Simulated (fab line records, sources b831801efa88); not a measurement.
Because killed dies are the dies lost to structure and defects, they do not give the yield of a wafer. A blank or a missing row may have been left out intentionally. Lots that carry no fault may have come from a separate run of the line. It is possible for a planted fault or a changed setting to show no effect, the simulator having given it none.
fab line records -- flow gf180mcu
record: lots: 15, wafers: 45, lastDay: 34
route steps=602 shown NSD@246 SAB@265 SALICIDE@281
lots that met no fault: from a run of the same line without faults
startH: hours from the record's first day to the start of the lot's first wafer shown -- waitH: hours elapsed since this lot's preceding step -- " the same as in the row above -- L1.1+2: several wafers, shown together as one row -- - no value, or no start given -- * or withheld: withheld -- < > ~ a bound
route shown NAME@n: names a module that has steps shown in the file, with the first one's number in the route -- usual: average and standard deviation across the fault-free wafers -- same: alike in all rows -- chamber/n: place in a boat -- sites: per-site readings -- _std_site: the standard deviation of these -- _edge_site: outer sites' mean less inner sites' -- radiusMm: how far each site lies from the wafer's centre -- mask NAME#n: copy n -- behind: the tool/chamber that last shaped the wafer -- hold: what put the lot on hold/how long, in hours/how the hold closed -- device: whichever transistor did not switch (one of n, p or np) -- end of line: tests run on the same wafers once the route is complete -- for a step that has no rows: nothing shown but its recipe -- killed: not the wafer's yield, but the dies lost to structure and defects at the first sort -- map: per-die view of a wafer (x killed, . not killed, _ where there is no die)
set.NAME: the run value of the setting; set.NAME@STEP: its run value at that earlier step -- model.NAME: the simulator's own value behind a step, which no gauge read
route steps across a sampled set of lots; one table per step, one row per wafer
services: from which hour (startH, from the record's first day; less than 0 if before it) a tool's chamber was out of use, for how many hours, and why
== steps ==
step: GF_NSD_STRIP_11
recipe: chemistry: O2/N2, powerW: 1400, pressureMtorr: 1500, platenTempC: 250, o2FlowSccm: 3000, n2FlowSccm: 300, overashFraction: 0.5
usual: drypumpMotorCurrentA: 5.6/0.34, heaterPowerW: 311/37, oesProductAu: 0.487/0.0047, stripTimeToEndpointS: 22.97/0.033
lot.wafer,tool,chamber,startH,waitH,drypumpMotorCurrentA,heaterPowerW,oesProductAu,rfHoursCounterH,stripTimeToEndpointS
L418.1,plasmaAsher-01,0,303.24,0.1,5.7,375,0.493,72,22.96
L418.5,plasmaAsher-01,1,303.24,0.1,6.2,293,0.495,-,22.96
L418.6,plasmaAsher-01,0,303.24,0.1,5.7,383,0.501,-,22.95
L422.1,plasmaAsher-04,0,336.57,0.1,5.5,285,0.483,22,22.90
L422.2,plasmaAsher-04,1,336.57,0.1,5.2,312,0.498,22,22.94
L422.3,plasmaAsher-04,1,336.57,0.1,5.3,311,0.488,-,22.97
L423.2,plasmaAsher-04,1,345.79,0.1,5.3,314,0.483,24,23.02
L423.4,plasmaAsher-04,0,345.79,0.1,5.5,290,0.481,-,22.98
L423.5,plasmaAsher-04,1,345.79,0.1,5.3,308,0.489,-,23.05
L425.2,plasmaAsher-04,1,366.69,0.1,5.3,304,0.487,26,23.00
L425.5,plasmaAsher-04,0,366.69,0.1,5.5,288,0.495,-,22.99
L425.6,plasmaAsher-04,1,366.69,0.1,5.3,303,0.487,-,22.99
L427.2,plasmaAsher-03,1,379.15,0.1,5.8,291,0.485,68,22.96
L427.3,plasmaAsher-03,0,379.15,0.1,5.2,303,0.492,-,22.95
L427.4,plasmaAsher-03,1,379.15,0.1,5.8,286,0.492,-,22.99
L428.1,plasmaAsher-04,1,387.11,0.1,5.3,317,0.489,28,22.96
L428.2,plasmaAsher-04,0,387.11,0.1,5.5,282,0.492,28,22.93
L428.6,plasmaAsher-04,0,387.11,0.1,5.5,284,0.488,-,22.96
L429.1,plasmaAsher-01,0,395.03,0.1,5.8,377,0.485,79,22.99
L429.3,plasmaAsher-01,1,395.03,0.1,6.2,295,0.485,-,22.97
L429.6,plasmaAsher-01,1,395.03,0.1,6.2,287,0.482,-,22.98
L430.1,plasmaAsher-01,0,401.45,0.1,5.8,387,0.486,80,22.98
L430.2,plasmaAsher-01,1,401.45,0.1,6.2,291,0.491,80,22.95
L430.6,plasmaAsher-01,1,401.45,0.1,6.2,283,0.491,-,22.97
L431.2,plasmaAsher-04,1,410.28,0.1,5.3,310,0.480,31,22.99
L431.5,plasmaAsher-04,1,410.28,0.1,5.3,313,0.491,-,22.96
L431.6,plasmaAsher-04,0,410.28,0.1,5.5,282,0.481,-,22.96
L432.3,plasmaAsher-01,0,415.18,0.1,5.7,385,0.487,-,23.01
L432.4,plasmaAsher-01,1,415.18,0.1,6.2,294,0.488,-,22.98
L432.6,plasmaAsher-01,1,415.18,0.1,6.2,293,0.487,-,23.01
L433.2,plasmaAsher-01,0,426.48,0.1,5.8,378,0.485,83,22.96
L433.3,plasmaAsher-01,1,426.48,0.1,6.2,289,0.488,-,22.95
L433.4,plasmaAsher-01,0,426.48,0.1,5.7,396,0.497,-,22.94
L434.1,plasmaAsher-01,1,436.70,0.1,6.3,291,0.488,84,22.99
L434.4,plasmaAsher-01,1,436.70,0.1,6.2,285,0.479,-,23.01
L434.6,plasmaAsher-01,1,436.70,0.1,6.2,291,0.490,-,22.96
L435.1,plasmaAsher-04,1,441.46,0.1,5.3,308,0.492,34,22.92
L435.3,plasmaAsher-04,1,441.46,0.1,5.3,309,0.487,-,22.93
L435.6,plasmaAsher-04,0,441.46,0.1,5.5,286,0.487,-,22.92
L438.2,plasmaAsher-03,0,469.78,0.1,5.2,288,0.484,3,22.98
L438.3,plasmaAsher-03,1,469.78,0.1,5.8,295,0.487,-,22.99
L438.4,plasmaAsher-03,0,469.78,0.1,5.2,303,0.483,-,23.02
L439.3,plasmaAsher-04,0,475.27,0.1,5.5,282,0.489,-,22.90
L439.4,plasmaAsher-04,1,475.27,0.1,5.3,309,0.488,-,22.96
L439.5,plasmaAsher-04,0,475.27,0.1,5.5,288,0.486,-,22.94
step: GF_SAB_THK_MEAS_01
recipe: reads: SiO2_of_SAB_CVD_00
usual: SAB_CVD_00_THK: 49.5/0.74
lot.wafer,tool,chamber,startH,waitH,SAB_CVD_00_THK[nm]
L418.1,filmMetro-04,-,324.71,0.0,50.3
L418.5,filmMetro-04,-,324.71,0.0,50.4
L418.6,filmMetro-04,-,324.71,0.0,50.6
L422.1,filmMetro-03,-,358.80,0.0,49.6
L422.2,filmMetro-03,-,358.80,0.0,50.2
L422.3,filmMetro-03,-,358.80,0.0,49.3
L423.2,filmMetro-03,-,368.08,0.0,48.1
L423.4,filmMetro-03,-,368.08,0.0,49.1
L423.5,filmMetro-03,-,368.08,0.0,49.3
L425.2,filmMetro-01,-,389.08,0.0,48.9
L425.5,filmMetro-01,-,389.08,0.0,49.9
L425.6,filmMetro-01,-,389.08,0.0,49.9
L427.2,filmMetro-04,-,402.33,0.0,49.5
L427.3,filmMetro-04,-,402.33,0.0,49.4
L427.4,filmMetro-04,-,402.33,0.0,49.8
L428.1,filmMetro-04,-,410.87,0.0,48.1
L428.2,filmMetro-04,-,410.87,0.0,48.9
L428.6,filmMetro-04,-,410.87,0.0,49.9
L429.1,filmMetro-04,-,419.18,0.0,49.0
L429.3,filmMetro-04,-,419.18,0.0,48.4
L429.6,filmMetro-04,-,419.18,0.0,48.8
L430.1,filmMetro-04,-,425.62,0.0,49.1
L430.2,filmMetro-04,-,425.62,0.0,48.0
L430.6,filmMetro-04,-,425.62,0.0,50.1
L431.2,filmMetro-03,-,434.96,0.0,49.8
L431.5,filmMetro-03,-,434.96,0.0,49.1
L431.6,filmMetro-03,-,434.96,0.0,49.9
L432.3,filmMetro-04,-,439.64,0.0,47.9
L432.4,filmMetro-04,-,439.64,0.0,49.6
L432.6,filmMetro-04,-,439.64,0.0,49.9
L433.2,filmMetro-03,-,451.83,0.0,48.6
L433.3,filmMetro-03,-,451.83,0.0,48.0
L433.4,filmMetro-03,-,451.83,0.0,49.0
L434.1,filmMetro-04,-,462.42,0.0,49.2
L434.4,filmMetro-04,-,462.42,0.0,50.1
L434.6,filmMetro-04,-,462.42,0.0,49.9
L435.1,filmMetro-03,-,467.05,0.0,50.1
L435.3,filmMetro-03,-,467.05,0.0,49.0
L435.6,filmMetro-03,-,467.05,0.0,51.7
L438.2,filmMetro-03,-,494.18,0.0,49.8
L438.3,filmMetro-03,-,494.18,0.0,49.2
L438.4,filmMetro-03,-,494.18,0.0,50.8
L439.3,filmMetro-03,-,500.12,0.0,49.3
L439.4,filmMetro-03,-,500.12,0.0,49.8
L439.5,filmMetro-03,-,500.12,0.0,50.7
step: GF_SAB_EXPOSE_06
recipe: maskId: SAB, targetCdNm: 420, na: 0.6, sourceShape: conventional, sigmaOuter: 0.6, doseMj: 140
usual: exposureDoseMJCm2: 139.99/0.16, focusOffsetNm: 0.0/0.58, stageVelMmS: 499.91/0.26
lot.wafer,tool,chamber,startH,waitH,mask,exposureDoseMJCm2,focusOffsetNm,stageVelMmS
L418.1,ilineStepper-02,0,335.48,-,SAB#0,139.94,0.3,499.98
L418.5,ilineStepper-02,0,335.48,-,SAB#0,140.21,0.0,500.19
L418.6,ilineStepper-02,0,335.48,-,SAB#0,140.11,0.5,499.75
L422.1,ilineStepper-01,0,369.83,-,SAB#0,139.93,-0.4,499.77
L422.2,ilineStepper-01,0,369.83,-,SAB#0,139.90,0.3,499.55
L422.3,ilineStepper-01,0,369.83,-,SAB#0,139.97,0.7,499.55
L423.2,ilineStepper-02,0,379.35,-,SAB#0,139.89,-0.2,499.64
L423.4,ilineStepper-02,0,379.35,-,SAB#0,140.04,0.0,499.68
L423.5,ilineStepper-02,0,379.35,-,SAB#0,139.97,-0.1,499.84
L425.2,ilineStepper-02,0,400.54,-,SAB#0,140.06,0.6,499.53
L425.5,ilineStepper-02,0,400.54,-,SAB#0,140.03,-0.2,499.67
L425.6,ilineStepper-02,0,400.54,-,SAB#0,139.96,0.8,499.68
L427.2,ilineStepper-02,-,414.41,-,SAB#0,-,-,-
L427.3,ilineStepper-02,-,414.41,-,SAB#0,-,-,-
L427.4,ilineStepper-02,-,414.41,-,SAB#0,-,-,-
L428.1,ilineStepper-02,-,423.24,-,SAB#0,-,-,-
L428.2,ilineStepper-02,-,423.24,-,SAB#0,-,-,-
L428.6,ilineStepper-02,-,423.24,-,SAB#0,-,-,-
L429.1,ilineStepper-02,-,430.89,-,SAB#0,-,-,-
L429.3,ilineStepper-02,-,430.89,-,SAB#0,-,-,-
L429.6,ilineStepper-02,-,430.89,-,SAB#0,-,-,-
L430.1,ilineStepper-01,0,437.87,-,SAB#0,139.61,-0.5,500.06
L430.2,ilineStepper-01,0,437.87,-,SAB#0,139.59,0.1,499.94
L430.6,ilineStepper-01,0,437.87,-,SAB#0,139.77,0.1,500.12
L431.2,ilineStepper-01,0,446.93,-,SAB#0,139.92,0.9,499.95
L431.5,ilineStepper-01,0,446.93,-,SAB#0,140.00,0.3,499.86
L431.6,ilineStepper-01,0,446.93,-,SAB#0,140.15,0.9,499.72
L432.3,ilineStepper-02,0,452.25,-,SAB#0,140.21,0.1,500.12
L432.4,ilineStepper-02,0,452.25,-,SAB#0,139.92,-0.7,500.56
L432.6,ilineStepper-02,0,452.25,-,SAB#0,140.28,-0.1,500.27
L433.2,ilineStepper-02,0,464.06,-,SAB#0,140.27,0.7,500.01
L433.3,ilineStepper-02,0,464.06,-,SAB#0,140.14,0.9,499.98
L433.4,ilineStepper-02,0,464.06,-,SAB#0,140.19,1.2,499.92
L434.1,ilineStepper-01,0,474.60,-,SAB#0,140.13,-0.6,499.96
L434.4,ilineStepper-01,0,474.60,-,SAB#0,139.97,-0.1,499.90
L434.6,ilineStepper-01,0,474.60,-,SAB#0,140.17,-0.5,500.02
L435.1,ilineStepper-02,0,479.57,-,SAB#0,140.01,0.1,499.69
L435.3,ilineStepper-02,0,479.57,-,SAB#0,139.91,-0.8,499.58
L435.6,ilineStepper-02,0,479.57,-,SAB#0,139.97,-1.2,499.84
L438.2,ilineStepper-01,0,505.73,-,SAB#0,139.72,0.2,500.38
L438.3,ilineStepper-01,0,505.73,-,SAB#0,140.00,-1.0,500.16
L438.4,ilineStepper-01,0,505.73,-,SAB#0,139.95,0.0,500.02
L439.3,ilineStepper-02,0,512.74,-,SAB#0,140.15,0.2,499.86
L439.4,ilineStepper-02,0,512.74,-,SAB#0,140.09,-0.5,499.86
L439.5,ilineStepper-02,0,512.74,-,SAB#0,140.07,0.5,499.45
step: GF_SALICIDE_SPUTTER_03
recipe: material: TiN, targetThkNm: 20, powerW: 6500, timeS: 16.7, chamberPressurePa: 0.4
usual: throttleValvePct: 30.3/0.8
lot.wafer,tool,chamber,startH,waitH,throttleValvePct
L418.1,pvdSputter-02,-,346.63,0.0,29.1
L418.5,pvdSputter-02,-,346.63,0.0,29.1
L418.6,pvdSputter-02,-,346.63,0.0,30.1
L422.1,pvdSputter-01,-,380.86,0.0,30.1
L422.2,pvdSputter-01,-,380.86,0.0,31.5
L422.3,pvdSputter-01,-,380.86,0.0,30.8
L423.2,pvdSputter-01,-,390.96,0.0,29.1
L423.4,pvdSputter-01,-,390.96,0.0,30.9
L423.5,pvdSputter-01,-,390.96,0.0,30.4
L425.2,pvdSputter-02,-,412.32,0.0,30.0
L425.5,pvdSputter-02,-,412.32,0.0,29.1
L425.6,pvdSputter-02,-,412.32,0.0,30.3
L430.1,pvdSputter-01,-,450.72,0.0,30.4
L430.2,pvdSputter-01,-,450.72,0.0,30.8
L430.6,pvdSputter-01,-,450.72,0.0,28.9
L431.2,pvdSputter-03,-,459.23,0.0,29.7
L431.5,pvdSputter-03,-,459.23,0.0,30.4
L431.6,pvdSputter-03,-,459.23,0.0,30.0
L432.3,pvdSputter-03,-,464.88,0.0,30.6
L432.4,pvdSputter-03,-,464.88,0.0,30.4
L432.6,pvdSputter-03,-,464.88,0.0,31.2
L433.2,pvdSputter-01,-,476.38,0.0,30.8
L433.3,pvdSputter-01,-,476.38,0.0,31.7
L433.4,pvdSputter-01,-,476.38,0.0,29.1
L434.1,pvdSputter-01,-,487.80,0.0,31.4
L434.4,pvdSputter-01,-,487.80,0.0,29.9
L434.6,pvdSputter-01,-,487.80,0.0,30.6
L435.1,pvdSputter-02,-,492.32,0.0,31.1
L435.3,pvdSputter-02,-,492.32,0.0,30.3
L435.6,pvdSputter-02,-,492.32,0.0,30.1
L438.2,pvdSputter-03,-,517.75,0.0,31.1
L438.3,pvdSputter-03,-,517.75,0.0,29.6
L438.4,pvdSputter-03,-,517.75,0.0,30.2
L439.3,pvdSputter-03,-,524.03,0.0,30.2
L439.4,pvdSputter-03,-,524.03,0.0,31.0
L439.5,pvdSputter-03,-,524.03,0.0,30.9
== services ==
tool,chamber,startH,hours,kind
plasmaAsher-03,-,283.16,2.0,repair
plasmaAsher-03,-,294.94,2.7,repair
pvdSputter-01,-,307.20,1.7,repair
ilineStepper-01,-,319.77,9.7,repair
plasmaAsher-01,-,337.15,9.8,repair
pvdSputter-03,-,337.77,2.6,repair
plasmaAsher-01,-,360.41,15.6,pm
ilineStepper-01,-,396.00,1.7,pm
ilineStepper-01,0,411.57,-,calibration
ilineStepper-02,-,415.86,1.7,pm
plasmaAsher-03,-,421.32,9.0,pm
plasmaAsher-03,0,421.32,10.9,ventCycle
plasmaAsher-03,1,421.32,10.9,ventCycle
plasmaAsher-03,-,426.50,5.7,repair
plasmaAsher-03,0,430.32,-,clean
plasmaAsher-03,1,430.32,-,clean
plasmaAsher-03,-,446.94,12.6,repair
ilineStepper-02,0,456.84,-,calibration
pvdSputter-03,-,467.58,21.1,repair
ilineStepper-01,-,474.72,8.9,pm
ilineStepper-02,-,487.58,0.6,repair
pvdSputter-03,-,521.49,2.5,repair
== key ==
firstSign: step: GF_SAB_EXPOSE_06, reading: toolRecord, direction: missing
effect none on later readings
metAt GF_SAB_EXPOSE_06
struckLots L427,L428,L429
laterRowsLeftOut L427.2,L427.3,L427.4,L428.1,L428.2,L428.6,L429.1,L429.3,L429.6
sortLeftOut L427.2,L427.3,L427.4,L428.1,L428.2,L428.6,L429.1,L429.3,L429.6
testerLeftOut L427,L428,L429
notActingAt GF_NSD_STRIP_11,GF_SAB_THK_MEAS_01,GF_SALICIDE_SPUTTER_03
onsetBetween 400.54 414.41
fault: kind: skippedStepWhole, tool: ilineStepper-02, chamber: -, onsetH: 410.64, steps: GF_SAB_EXPOSE_06, scope: struckLotsOnly
testerLeftOut: of these lots the tester's yield and bins aren't shown, on N5 and GAA mostly nor the transistor test; their killed dies are dies lost to structure and defects alone, not to doping, threshold or leakage, so they don't give the yield
sortLeftOut: the simulated sort isn't trusted on such a fault, so these wafers' sort isn't shown, and their yield isn't known
laterRowsLeftOut: the simulator's readings of these wafers behind a module that went badly wrong aren't trusted and aren't shown, but for the sort
